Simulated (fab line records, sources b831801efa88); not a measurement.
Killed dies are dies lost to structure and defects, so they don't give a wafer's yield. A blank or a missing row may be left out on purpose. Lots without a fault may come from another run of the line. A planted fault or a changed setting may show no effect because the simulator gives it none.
One fault seen from 2 desks | flow sfq_line | each desk has only its own numbers; what lay behind them comes last

THE METROLOGY DESK
What the gauges read, lot by lot, whatever tool the lot ran on: means of the sampled wafers that have a number. A lot is out of limits, marked OUT, if its mean lies more than 4 standard deviations from the usual mean; the brackets give that distance.
Columns: A = INCOMING_BOW at SFQ_INCOMING_BOW_MEAS_900, usual -1 um; B = L0_MONX_KI_RS at SFQ_L0_RS_MEAS_901, usual 43.3 ohm/sq; C = L0_MONX_KI_THK at SFQ_L0_THK_MEAS_902, usual 40.3 nm
lot  | first seen here | A  | B    | C
L264 | day 1 20:01     | -6 | 43.8 | 39.9
L265 | day 2 01:01     | -1 | 43.3 | 40.3
L278 | day 4 18:00     | 3  | 43.8 | 40.2
L283 | day 5 19:00     | 0  | 44.0 | 39.5
L284 | day 6 00:04     | -4 | 43.0 | 41.1
This desk's finding: nothing out of limits on any of the 5 lots.

THE TOOL OWNER'S DESK: rie_metal-03
The tool's own readings at SFQ_TRILAYER_L0_BARC_OPEN_METAL_ETCH_010 (etches BARC in O2, target depth 125 nm, time 41.7 s): means of the sampled wafers that have a number, for each lot that ran on this tool. A lot is out of limits, marked OUT, if its mean lies more than 4 standard deviations from the usual mean; the brackets give that distance.
Columns: A = drypump_motor_current_A at SFQ_TRILAYER_L0_BARC_OPEN_METAL_ETCH_010, usual 5.7 A; B = oes_product_au at SFQ_TRILAYER_L0_BARC_OPEN_METAL_ETCH_010, usual 0.685 a.u.
lot  | first seen here | A   | B
L265 | day 5 02:12     | 5.8 | 0.686
L278 | day 8 10:35     | 5.7 | 0.684
This desk's finding: nothing out of limits on any of the 2 lots.

PUT TOGETHER
The metrology desk saw nothing out of limits.
The tool owner's desk saw nothing out of limits.

WHAT THE SIMULATOR HAD PUT IN
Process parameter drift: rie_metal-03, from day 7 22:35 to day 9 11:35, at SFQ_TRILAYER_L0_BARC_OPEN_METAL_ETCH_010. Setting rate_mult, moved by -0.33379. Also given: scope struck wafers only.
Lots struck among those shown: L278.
